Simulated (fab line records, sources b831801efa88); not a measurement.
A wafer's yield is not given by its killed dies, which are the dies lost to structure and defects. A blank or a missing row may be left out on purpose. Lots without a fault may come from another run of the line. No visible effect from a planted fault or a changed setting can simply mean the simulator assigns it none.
fab line records	flow gf180mcu	part 1 of 2: steps 1 to 29 of 40
record: lots: 5	wafers: 15	last-day: 34
route steps=602 shown CONTACT@314 M1@315 V1@335
lots untouched by any fault: they come from a run of this same line in which no faults occurred
start-h: start of the lot's first displayed wafer, in hours after the record's first day	wait-h: hours from the lot's prior step to this one	" the same as in the row above	L1.1+2: a single row standing in for several wafers	- no value present, or no start provided	* or withheld: withheld	< > ~ a bound
route shown NAME@n: names a module that has steps shown in the file, with the first one's number in the route	usual: mean and standard deviation over wafers with no fault	same: alike in all rows	chamber/n: place in a boat	sites: readings site by site	_std_site: standard deviation of those values	_edge_site: inner sites' mean taken away from outer sites' mean	radius-mm: for every site, how far away it sits from the centre of the wafer	mask NAME#n: copy n	behind: the last tool/chamber to shape the wafer	hold: why the lot went on hold/how many hours it stayed there/how the hold came to an end	device: names the non-switching transistor (n, p or np)	end of line: tests of these same wafers at the route's end	step lacking rows: just its recipe	killed: at the first sort, the dies lost to defects and structure; wafer yield is something else	map: a wafer's dies, marking killed ones x, the rest . and places with no die _
set.NAME: the setting the step ran with; set.NAME@STEP: the setting that earlier step ran with	model.NAME: the simulator's own value behind a step, which no gauge read
a table for each step, a row for each wafer; lots at some steps of the route
services: a tool's chamber out of use, with start hour (start-h, from the record's first day; less than 0 if before it), hours out, and reason
== steps ==
step: GF_CONTACT_CMP_27
recipe: stop-on: SiO2	down-force-psi: 3.5	platen-rpm: 60	t-overpolish-s: 15	target-thk-nm: 0	pad-velocity-m-s: 0.94248
usual: motor-current-A: 11.2/0.92	overpolish-run-s: 15.000/0.0086	platen-rpm: 60.01/0.038	time-to-endpoint-s: 72.2/2.5
lot.wafer	tool	chamber	start-h	wait-h	motor-current-A	overpolish-run-s	platen-rpm	time-to-endpoint-s
L082.3	cmp-01	0	432.20	0.1	10.5	15.003	60.00	73.7
L082.5	"	3	"	"	12.1	14.992	60.02	71.0
L082.6	"	0	"	"	9.6	15.003	60.06	72.5
L084.1	cmp-02	1	457.57	0.1	11.5	14.999	59.98	70.4
L084.6	"	1	"	"	11.6	14.996	59.98	69.5
L084.5	"	2	"	"	11.9	14.996	60.01	71.9
L087.2	cmp-02	2	485.74	0.0	12.2	15.005	60.01	68.5
L087.6	"	2	"	"	12.6	15.003	60.05	68.6
L087.5	"	3	"	"	9.5	14.985	59.98	69.7
L093.3	cmp-02	0	525.71	0.0	11.0	14.991	60.00	70.3
L093.4	"	2	"	"	12.3	15.011	59.97	73.8
L093.6	"	1	"	"	11.5	14.997	59.96	72.1
L094.1	cmp-02	2	540.33	0.1	12.9	15.004	60.12	74.2
L094.2	"	1	"	"	11.0	14.998	60.01	74.5
L094.6	"	3	"	"	9.7	14.997	60.04	76.6
step: GF_M1_SPUTTER_00
recipe: material: Ti	target-thk-nm: 37.5	arriving-ion-energy-ev: 80	substrate-temp-c: 200	chamber-pressure-pa: 2	power-w: 4000	time-s: 150
usual: throttle-valve-pct: 29.8/0.68
lot.wafer	tool	chamber	start-h	wait-h	throttle-valve-pct
L082.3	pvd-sputter-04	-	432.45	0.2	30.2
L082.5	"	-	"	"	30.3
L082.6	"	-	"	"	29.0
L084.1	pvd-sputter-04	-	457.87	0.2	30.3
L084.5	"	-	"	"	29.0
L084.6	"	-	"	"	29.7
L087.2	pvd-sputter-03	-	486.04	0.2	30.5
L087.5	"	-	"	"	29.9
L087.6	"	-	"	"	30.6
L093.3	pvd-sputter-01	-	526.01	0.2	31.1
L093.4	"	-	"	"	30.5
L093.6	"	-	"	"	29.7
L094.1	pvd-sputter-03	-	540.63	0.2	29.8
L094.2	"	-	"	"	30.0
L094.6	"	-	"	"	29.7
step: GF_M1_SPUTTER_01
recipe: material: TiN	target-thk-nm: 30	power-w: 6500	time-s: 25	chamber-pressure-pa: 0.4
usual: throttle-valve-pct: 29.8/0.67
lot.wafer	tool	chamber	start-h	wait-h	throttle-valve-pct
L082.3	pvd-sputter-04	-	432.55	0.1	30.4
L082.5	"	-	"	"	29.9
L082.6	"	-	"	"	29.2
L084.1	pvd-sputter-04	-	457.97	0.1	30.2
L084.5	"	-	"	"	29.3
L084.6	"	-	"	"	30.1
L087.2	pvd-sputter-03	-	486.14	0.1	30.7
L087.5	"	-	"	"	29.9
L087.6	"	-	"	"	30.5
L093.3	pvd-sputter-01	-	526.11	0.1	31.0
L093.4	"	-	"	"	30.3
L093.6	"	-	"	"	29.7
L094.1	pvd-sputter-03	-	540.73	0.1	29.9
L094.2	"	-	"	"	29.9
L094.6	"	-	"	"	29.7
step: GF_M1_SPUTTER_02
recipe: material: AlCu	target-thk-nm: 450	power-w: 10600	time-s: 23.9	chamber-pressure-pa: 0.4
usual: throttle-valve-pct: 29.7/0.67
lot.wafer	tool	chamber	start-h	wait-h	throttle-valve-pct
L082.3	pvd-sputter-04	-	432.58	0.0	29.9
L082.5	"	-	"	"	30.3
L082.6	"	-	"	"	29.2
L084.1	pvd-sputter-04	-	458.00	0.0	29.9
L084.5	"	-	"	"	29.4
L084.6	"	-	"	"	29.8
L087.2	pvd-sputter-03	-	486.17	0.0	30.5
L087.5	"	-	"	"	29.8
L087.6	"	-	"	"	30.6
L093.3	pvd-sputter-01	-	526.14	0.0	31.4
L093.4	"	-	"	"	30.4
L093.6	"	-	"	"	29.6
L094.1	pvd-sputter-03	-	540.76	0.0	29.9
L094.2	"	-	"	"	30.0
L094.6	"	-	"	"	30.1
step: GF_M1_SPUTTER_03
recipe: material: Ti	target-thk-nm: 10	substrate-temp-c: 300	chamber-pressure-pa: 0.3	power-w: 3000	time-s: 6.7
usual: throttle-valve-pct: 29.8/0.68
lot.wafer	tool	chamber	start-h	wait-h	throttle-valve-pct
L082.3	pvd-sputter-04	-	432.61	0.0	30.2
L082.5	"	-	"	"	30.1
L082.6	"	-	"	"	29.2
L084.1	pvd-sputter-04	-	458.03	0.0	30.0
L084.5	"	-	"	"	28.9
L084.6	"	-	"	"	29.9
L087.2	pvd-sputter-03	-	486.20	0.0	30.5
L087.5	"	-	"	"	29.9
L087.6	"	-	"	"	30.5
L093.3	pvd-sputter-01	-	526.17	0.0	31.1
L093.4	"	-	"	"	30.2
L093.6	"	-	"	"	29.6
L094.1	pvd-sputter-03	-	540.79	0.0	30.0
L094.2	"	-	"	"	29.8
L094.6	"	-	"	"	30.1
step: GF_M1_SPUTTER_04
recipe: material: TiN	target-thk-nm: 50	power-w: 6500	time-s: 41.7	chamber-pressure-pa: 0.4
usual: throttle-valve-pct: 29.7/0.67
lot.wafer	tool	chamber	start-h	wait-h	throttle-valve-pct
L082.3	pvd-sputter-04	-	432.63	0.0	30.2
L082.5	"	-	"	"	30.2
L082.6	"	-	"	"	29.0
L084.1	pvd-sputter-04	-	458.05	0.0	30.3
L084.5	"	-	"	"	29.0
L084.6	"	-	"	"	29.8
L087.2	pvd-sputter-03	-	486.22	0.0	30.5
L087.5	"	-	"	"	29.8
L087.6	"	-	"	"	30.5
L093.3	pvd-sputter-01	-	526.19	0.0	31.1
L093.4	"	-	"	"	30.1
L093.6	"	-	"	"	29.7
L094.1	pvd-sputter-03	-	540.82	0.0	29.9
L094.2	"	-	"	"	29.8
L094.6	"	-	"	"	29.8
step: GF_M1_RS_MEAS_05
recipe: thk-meas-gauge: four-point-probe	reads: TiN_of_M1_SPUTTER_04+Ti_of_M1_SPUTTER_03+AlCu_of_M1_SPUTTER_02+TiN_of_M1_SPUTTER_01+Ti_of_M1_SPUTTER_00
usual: M1_ALCU_RS: 0.0695/0.00076
lot.wafer	tool	chamber	start-h	wait-h	M1_ALCU_RS[ohm/sq]
L082.3	film-metro-04	-	432.71	0.1	0.0695
L082.5	"	-	"	"	0.0689
L082.6	"	-	"	"	0.0702
L084.1	film-metro-04	-	458.09	0.0	0.0692
L084.5	"	-	"	"	0.0694
L084.6	"	-	"	"	0.0695
L087.2	film-metro-03	-	486.28	0.0	0.0688
L087.5	"	-	"	"	0.0694
L087.6	"	-	"	"	0.0690
L093.3	film-metro-03	-	526.27	0.1	0.0691
L093.4	"	-	"	"	0.0690
L093.6	"	-	"	"	0.0693
L094.1	film-metro-01	-	540.85	0.0	0.0683
L094.2	"	-	"	"	0.0682
L094.6	"	-	"	"	0.0683
step: GF_M1_THK_MEAS_06
recipe: thk-meas-gauge: xrf	reads: AlCu_of_M1_SPUTTER_02
usual: M1_ALCU_THK: 450/5.1
lot.wafer	tool	chamber	start-h	wait-h	M1_ALCU_THK[nm]
L082.3	film-metro-04	-	432.81	0.1	452
L082.5	"	-	"	"	455
L082.6	"	-	"	"	449
L084.1	film-metro-04	-	458.21	0.1	453
L084.5	"	-	"	"	454
L084.6	"	-	"	"	453
L087.2	film-metro-03	-	486.39	0.1	455
L087.5	"	-	"	"	448
L087.6	"	-	"	"	454
L093.3	film-metro-03	-	526.37	0.1	453
L093.4	"	-	"	"	453
L093.6	"	-	"	"	451
L094.1	film-metro-01	-	540.97	0.1	455
L094.2	"	-	"	"	456
L094.6	"	-	"	"	458
step: GF_M1_DEHYDRATE_07
recipe: temp-c: 200	time-s: 60
lot.wafer	tool	chamber	start-h	wait-h
L082.3+5+6	litho-track-01	0	444.12	11.3
L084.1+5+6	litho-track-04	0	469.24	11.0
L087.2+5+6	litho-track-01	0	497.40	11.0
L093.3+4+6	litho-track-04	0	537.24	10.9
L094.1+2+6	litho-track-01	0	551.37	10.4
step: GF_M1_HMDS_08
recipe: prime-time-s: 60	prime-temp-c: 120
lot.wafer	tool	chamber	start-h	wait-h
L082.3+5+6	litho-track-01	0	444.27	0.1
L084.1+5+6	litho-track-04	0	469.39	0.1
L087.2+5+6	litho-track-01	0	497.55	0.1
L093.3+4+6	litho-track-04	0	537.39	0.1
L094.1+2+6	litho-track-01	0	551.52	0.1
step: GF_M1_COAT_09
recipe: resist: KrF	spin-rpm: withheld	resist-thk-nm: 1000
lot.wafer	tool	chamber	start-h	wait-h
L082.3+5+6	litho-track-01	0	444.42	0.1
L084.1+5+6	litho-track-04	0	469.54	0.1
L087.2+5+6	litho-track-01	0	497.70	0.1
L093.3+4+6	litho-track-04	0	537.54	0.1
L094.1+2+6	litho-track-01	0	551.67	0.1
step: GF_M1_SOFTBAKE_10
recipe: temp-c: 130	time-s: 58.88	resist: KrF
lot.wafer	tool	chamber	start-h	wait-h
L082.3+5+6	litho-track-01	0	444.57	0.1
L084.1+5+6	litho-track-04	0	469.69	0.1
L087.2+5+6	litho-track-01	0	497.85	0.1
L093.3+4+6	litho-track-04	0	537.69	0.1
L094.1+2+6	litho-track-01	0	551.82	0.1
step: GF_M1_EXPOSE_11
recipe: mask-id: Metal1	target-cd-nm: 230	na: 0.68	source-shape: conventional	sigma-outer: 0.6	dose-mj: 28
lot.wafer	tool	chamber	start-h	wait-h	mask
L082.3+5+6	krf-scanner-02	0	-	-	Metal1#0
L084.1+5+6	krf-scanner-01	0	-	-	Metal1#0
L087.2+5+6	krf-scanner-01	0	-	-	Metal1#0
L093.3+4+6	krf-scanner-02	0	-	-	Metal1#0
L094.1+2+6	krf-scanner-02	0	-	-	Metal1#0
step: GF_M1_PEB_12
recipe: peb-temp-c: 135	peb-time-s: 90	resist: KrF
lot.wafer	tool	chamber	start-h	wait-h
L082.3+5+6	litho-track-04	0	-	-
L084.1+5+6	litho-track-02	0	-	-
L087.2+5+6	litho-track-02	0	-	-
L093.3+4+6	litho-track-04	0	-	-
L094.1+2+6	litho-track-02	0	-	-
step: GF_M1_DEVELOP_13
recipe: develop-time-s: 60	dev-temp-c: 21
usual: developer-temp-C: 20.97/0.1
lot.wafer	tool	chamber	start-h	wait-h	developer-temp-C
L082.3	litho-track-04	0	457.19	0.1	21.12
L082.5	"	0	"	"	21.01
L082.6	"	0	"	"	21.11
L084.1	litho-track-02	0	481.85	0.2	21.09
L084.5	"	0	"	"	21.09
L084.6	"	0	"	"	21.08
L087.2	litho-track-02	0	509.72	0.2	20.93
L087.5	"	0	"	"	20.82
L087.6	"	0	"	"	20.79
L093.3	litho-track-04	0	548.24	0.1	20.96
L093.4	"	0	"	"	20.98
L093.6	"	0	"	"	20.94
L094.1	litho-track-02	0	563.05	0.2	21.18
L094.2	"	0	"	"	20.99
L094.6	"	0	"	"	21.11
step: GF_M1_CD_MEAS_14
recipe: target-cd-nm: 230
usual: cd-nm: 229.9/1.2
lot.wafer	tool	chamber	start-h	wait-h	cd-nm
L082.3	cd-sem-02	-	457.33	0.1	229.1
L082.5	"	-	"	"	227.8
L082.6	"	-	"	"	228.5
L084.1	cd-sem-02	-	482.00	0.1	229.1
L084.5	"	-	"	"	229.2
L084.6	"	-	"	"	228.3
L087.2	cd-sem-02	-	509.87	0.1	229.9
L087.5	"	-	"	"	231.3
L087.6	"	-	"	"	228.8
L093.3	cd-sem-02	-	548.38	0.1	229.6
L093.4	"	-	"	"	229.7
L093.6	"	-	"	"	230.2
L094.1	cd-sem-02	-	563.20	0.1	230.6
L094.2	"	-	"	"	232.2
L094.6	"	-	"	"	231.1
step: GF_M1_OVL_MEAS_15
usual: M1_OVL: 1/5.9
lot.wafer	tool	chamber	start-h	wait-h	M1_OVL[nm]
L082.3	overlay-01	-	457.42	0.1	-1
L082.5	"	-	"	"	3
L082.6	"	-	"	"	-5
L084.1	overlay-01	-	482.12	0.1	0
L084.5	"	-	"	"	0
L084.6	"	-	"	"	6
L087.2	overlay-01	-	509.97	0.1	4
L087.5	"	-	"	"	-2
L087.6	"	-	"	"	-2
L093.3	overlay-01	-	548.47	0.1	-11
L093.4	"	-	"	"	-2
L093.6	"	-	"	"	2
L094.1	overlay-01	-	563.32	0.1	-7
L094.2	"	-	"	"	-7
L094.6	"	-	"	"	0
step: GF_M1_METAL_ETCH_16
recipe: chemistry: Cl2/BCl3	mask-material: KrF	target-depth-nm: 750.8	stop-on: SiO2	pressure-mtorr: 8	icp-w: 800	bias-w: 140	Cl2_flow_sccm: 80	bcl3-flow-sccm: 40	time-s: 125.1
usual: drypump-motor-current-A: 5.72/0.29	he-backside-leak-sccm: 3.34/0.3	oes-product-au: 0.989/0.0059	throttle-valve-pct: 28.232/0.0095
lot.wafer	tool	chamber	start-h	wait-h	drypump-motor-current-A	he-backside-leak-sccm	oes-product-au	rf-hours-counter-h	throttle-valve-pct
L082.3	rie-metal-03	0	457.49	0.1	5.24	3.43	0.989	-	28.237
L082.5	"	1	"	"	5.59	3.38	0.983	-	28.225
L082.6	"	0	"	"	5.23	3.27	0.987	-	28.212
L084.1	rie-metal-03	0	482.15	0.0	5.26	3.36	0.979	3	28.234
L084.5	"	0	"	"	5.26	3.45	0.995	-	28.226
L084.6	"	0	"	"	5.25	3.39	0.987	-	28.232
L087.2	rie-metal-01	0	510.00	0.0	5.82	3.25	0.989	1	28.214
L087.5	"	1	"	"	6.02	3.26	1.002	-	28.237
L087.6	"	0	"	"	5.84	3.22	0.998	-	28.237
L093.3	rie-metal-03	0	548.54	0.1	5.22	3.40	0.987	-	28.213
L093.4	"	1	"	"	5.62	3.36	0.992	-	28.230
L093.6	"	1	"	"	5.63	3.27	0.972	-	28.224
L094.1	rie-metal-01	1	563.35	0.0	5.99	3.26	0.987	12	28.213
L094.2	"	0	"	"	5.83	4.69	0.991	3	28.223
L094.6	"	0	"	"	5.83	3.14	0.981	-	28.244
step: GF_M1_STRIP_17
recipe: chemistry: O2/N2	power-w: 1400	pressure-mtorr: 1500	platen-temp-c: 250	o2-flow-sccm: 3000	n2-flow-sccm: 300	overash-fraction: 0.5
usual: drypump-motor-current-A: 5.75/0.23	heater-power-w: 328/38	oes-product-au: 0.538/0.0053	strip-time-to-endpoint-s: 7.40/0.046
same: overash-fraction: 0.5
lot.wafer	tool	chamber	start-h	wait-h	drypump-motor-current-A	heater-power-w	oes-product-au	rf-hours-counter-h	strip-time-to-endpoint-s
L082.3	plasma-asher-01	1	457.61	0.1	5.59	387	0.532	-	7.34
L082.5	"	1	"	"	5.58	390	0.531	-	7.35
L082.6	"	0	"	"	5.73	287	0.528	-	7.31
L084.1	plasma-asher-01	1	482.41	0.2	5.57	392	0.536	39	7.34
L084.5	"	0	"	"	5.71	291	0.538	-	7.39
L084.6	"	1	"	"	5.57	390	0.529	-	7.37
L087.2	plasma-asher-03	0	510.13	0.1	5.75	288	0.534	86	7.35
L087.5	"	0	"	"	5.74	296	0.537	-	7.33
L087.6	"	1	"	"	5.42	351	0.536	-	7.34
L093.3	plasma-asher-01	0	548.66	0.1	5.77	286	0.539	-	7.46
L093.4	"	1	"	"	5.56	387	0.534	-	7.45
L093.6	"	0	"	"	5.71	285	0.552	-	7.49
L094.1	plasma-asher-04	0	563.48	0.1	6.12	307	0.538	14	7.42
L094.2	"	1	"	"	5.98	335	0.548	14	7.44
L094.6	"	0	"	"	6.12	307	0.544	-	7.42
step: GF_M1_STRIP_18
recipe: chemistry: post-etch-residue-remover	time-s: 1200	temp-c: 72.5
usual: bath-guard-temp-C: 72.4/0.52	temp-c: 72.49/0.12
lot.wafer	tool	chamber	start-h	wait-h	bath-guard-temp-C	temp-c
L082.3	wet-bench-04	0	457.67	0.0	73.3	72.50
L082.5	"	0	"	"	72.3	72.46
L082.6	"	0	"	"	72.8	72.50
L084.1	wet-bench-04	2	482.51	0.1	72.6	72.43
L084.5	"	2	"	"	72.4	72.35
L084.6	"	2	"	"	72.0	72.55
L087.2	wet-bench-03	0	510.23	0.1	72.8	72.59
L087.5	"	0	"	"	72.3	72.47
L087.6	"	0	"	"	72.4	72.53
L093.3	wet-bench-03	3	548.72	0.0	72.7	72.51
L093.4	"	3	"	"	73.0	72.49
L093.6	"	3	"	"	72.4	72.32
L094.1	wet-bench-04	1	563.58	0.1	71.8	72.63
L094.2	"	1	"	"	72.1	72.27
L094.6	"	1	"	"	72.0	72.47
step: GF_M1_CLEAN_19
recipe: chemistry: DIW	dry: n2-spin
lot.wafer	tool	chamber	start-h	wait-h
L082.3+5+6	wet-bench-01	0	458.05	0.0
L084.1+5+6	wet-bench-01	0	482.89	0.0
L087.2+5+6	wet-bench-03	3	510.92	0.0
L093.3+4+6	wet-bench-01	2	549.06	0.0
L094.1+2+6	wet-bench-03	1	563.92	0.0
step: GF_V1_CVD_00
recipe: material: SiO2	target-thk-nm: 600	sigma-open-frac: 0.3	temp-c: 400	time-s: 100	sih4-flow-sccm: 60	pressure-mtorr: 6
lot.wafer	tool	chamber	start-h	wait-h
L082.3+5+6	hdpcvd-02	0,0,2	458.15	0.0
L084.1+5+6	hdpcvd-01	1,0,2	482.98	0.0
L087.2+5+6	hdpcvd-02	0,1,2	511.10	0.0
L093.3+4+6	hdpcvd-02	1,2,0	549.16	0.0
L094.1+2+6	hdpcvd-02	0,1,1	564.02	0.0
step: GF_V1_THK_MEAS_01
recipe: reads: SiO2_of_V1_CVD_00
usual: V1_CVD_00_THK: 601/5.3
lot.wafer	tool	chamber	start-h	wait-h	V1_CVD_00_THK[nm]
L082.3	film-metro-03	-	458.24	0.1	588
L082.5	"	-	"	"	593
L082.6	"	-	"	"	598
L084.1	film-metro-04	-	483.08	0.1	595
L084.5	"	-	"	"	595
L084.6	"	-	"	"	593
L087.2	film-metro-03	-	511.18	0.0	614
L087.5	"	-	"	"	614
L087.6	"	-	"	"	609
L093.3	film-metro-03	-	549.25	0.1	601
L093.4	"	-	"	"	602
L093.6	"	-	"	"	603
L094.1	film-metro-03	-	564.09	0.0	599
L094.2	"	-	"	"	598
L094.6	"	-	"	"	591
step: GF_V1_CVD_02
recipe: material: SiO2	target-thk-nm: 850	precursor: TEOS	temp-c: 400	time-s: 94.851	rf-w: 600
usual: heater-power-w: 689/67
lot.wafer	tool	chamber	start-h	wait-h	heater-power-w
L082.3	pecvd-02	0	458.28	0.0	683
L082.5	"	0	"	"	545
L082.6	"	1	"	"	634
L084.1	pecvd-03	2	483.14	0.1	638
L084.5	"	0	"	"	718
L084.6	"	2	"	"	679
L087.2	pecvd-02	1	511.23	0.0	790
L087.5	"	2	"	"	756
L087.6	"	1	"	"	631
L093.3	pecvd-03	0	549.29	0.0	623
L093.4	"	1	"	"	624
L093.6	"	2	"	"	679
L094.1	pecvd-04	1	564.15	0.1	728
L094.2	"	0	"	"	662
L094.6	"	0	"	"	709
step: GF_V1_THK_MEAS_03
recipe: reads: SiO2_of_V1_CVD_02
usual: V1_CVD_02_THK: 850/10
lot.wafer	tool	chamber	start-h	wait-h	V1_CVD_02_THK[nm]
L082.3	film-metro-04	-	458.37	0.1	838
L082.5	"	-	"	"	849
L082.6	"	-	"	"	851
L084.1	film-metro-04	-	483.21	0.0	834
L084.5	"	-	"	"	850
L084.6	"	-	"	"	841
L087.2	film-metro-02	-	511.31	0.0	836
L087.5	"	-	"	"	847
L087.6	"	-	"	"	858
L093.3	film-metro-04	-	549.38	0.1	860
L093.4	"	-	"	"	863
L093.6	"	-	"	"	853
L094.1	film-metro-03	-	564.22	0.0	838
L094.2	"	-	"	"	847
L094.6	"	-	"	"	855
step: GF_V1_CMP_04
recipe: material: SiO2	down-force-psi: 4	platen-rpm: 60	pad-velocity-m-s: 0.94248
usual: motor-current-A: 12.1/0.97	platen-rpm: 60.00/0.036	time-to-endpoint-s: 80/4.3
lot.wafer	tool	chamber	start-h	wait-h	motor-current-A	platen-rpm	time-to-endpoint-s
L082.3	cmp-01	3	458.41	0.0	13.3	60.01	74
L082.6	"	3	"	"	12.7	60.03	79
L082.5	"	0	"	"	10.8	60.01	77
L084.1	cmp-02	0	483.32	0.1	12.2	59.98	73
L084.6	"	3	"	"	10.8	60.06	76
L084.5	"	0	"	"	12.6	59.95	78
L087.2	cmp-01	1	511.51	0.2	12.1	60.07	72
L087.6	"	2	"	"	12.4	60.06	84
L087.5	"	3	"	"	12.6	60.04	80
L093.3	cmp-01	3	549.47	0.1	13.1	59.95	80
L093.4	"	1	"	"	12.3	60.01	79
L093.6	"	3	"	"	13.7	60.01	80
L094.1	cmp-01	1	564.33	0.1	11.5	60.02	78
L094.2	"	2	"	"	12.8	59.94	82
L094.6	"	1	"	"	11.6	59.94	83
step: GF_V1_BOW_MEAS_05
recipe: mode: bow
usual: V1_BOW: 81/7.1
lot.wafer	tool	chamber	start-h	wait-h	V1_BOW[um]
L082.3	film-metro-04	-	458.75	0.3	82
L082.5	"	-	"	"	65
L082.6	"	-	"	"	85
L084.1	film-metro-03	-	483.57	0.2	85
L084.5	"	-	"	"	77
L084.6	"	-	"	"	73
L087.2	film-metro-02	-	511.68	0.1	77
L087.5	"	-	"	"	83
L087.6	"	-	"	"	79
L093.3	film-metro-02	-	549.76	0.2	87
L093.4	"	-	"	"	59
L093.6	"	-	"	"	88
L094.1	film-metro-04	-	564.58	0.2	79
L094.2	"	-	"	"	77
L094.6	"	-	"	"	73
step: GF_V1_DEHYDRATE_06
recipe: temp-c: 200	time-s: 60
lot.wafer	tool	chamber	start-h	wait-h
L082.3+5+6	litho-track-04	0	469.89	11.1
L084.1+5+6	litho-track-03	0	494.71	11.1
L087.2+5+6	litho-track-03	0	521.94	10.2
L093.3+4+6	litho-track-04	0	560.59	10.8
L094.1+2+6	litho-track-01	0	574.52	9.9
step: GF_V1_HMDS_07
recipe: prime-time-s: 60	prime-temp-c: 120
lot.wafer	tool	chamber	start-h	wait-h
L082.3+5+6	litho-track-04	0	470.04	0.1
L084.1+5+6	litho-track-03	0	494.86	0.1
L087.2+5+6	litho-track-03	0	522.09	0.1
L093.3+4+6	litho-track-04	0	560.74	0.1
L094.1+2+6	litho-track-01	0	574.67	0.1
